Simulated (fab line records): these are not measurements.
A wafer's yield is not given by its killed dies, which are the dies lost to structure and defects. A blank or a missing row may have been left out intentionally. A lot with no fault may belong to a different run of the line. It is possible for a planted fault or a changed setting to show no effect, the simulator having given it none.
Chamber matching / flow sky130 / pecvd-03 running SKY_CONTACT_CVD_00: 3 sister chambers
The step deposits Si3N4, target thk 75 nm. 3 wafers are shown with their chamber, then 8 later ones without.

WAFERS PAIRED WITH THEIR CHAMBERS
wafer=L088.3; chamber=0; heater-power-w (W)=713
wafer=L093.4; chamber=1; heater-power-w (W)=676
wafer=L095.1; chamber=2; heater-power-w (W)=653

WAFERS WITH NO CHAMBER GIVEN
wafer=L095.3; heater-power-w (W)=726
wafer=L095.5; heater-power-w (W)=694
wafer=L096.1; heater-power-w (W)=778
wafer=L096.2; heater-power-w (W)=616
wafer=L096.3; heater-power-w (W)=718
wafer=L096.4; heater-power-w (W)=764
wafer=L096.5; heater-power-w (W)=585
wafer=L096.6; heater-power-w (W)=700

WHICH CHAMBER EACH WENT THROUGH
wafer=L095.3; from the rows above=can't be placed: 0 or 1 or 2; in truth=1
wafer=L095.5; from the rows above=can't be placed: 1 or 0 or 2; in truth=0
wafer=L096.1; from the rows above=can't be placed: 0 or 1 or 2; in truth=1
wafer=L096.2; from the rows above=can't be placed: 2 or 1 or 0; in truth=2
wafer=L096.3; from the rows above=can't be placed: 0 or 1 or 2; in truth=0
wafer=L096.4; from the rows above=can't be placed: 0 or 1 or 2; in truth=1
wafer=L096.5; from the rows above=can't be placed: 2 or 1 or 0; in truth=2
wafer=L096.6; from the rows above=can't be placed: 0 or 1 or 2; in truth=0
Correctly placed: 0 of 8. These rows do not allow placing 8 (true chamber among the candidates in 8). Wrongly placed: 0.
How it was worked out, from the rows above alone: a wafer's distance from a chamber is the root of the sum, over the readings, of the square of ((its reading less the chamber's mean) divided by the reading's scatter). If the next closest chamber is less than 2 further off than the closest, the wafer can't be placed; otherwise it belongs to the closest. A chamber's mean is the mean of its shown wafers. The scatter: root of mean squared gap, hidden wafer to nearest shown wafer, with one shown wafer a chamber.
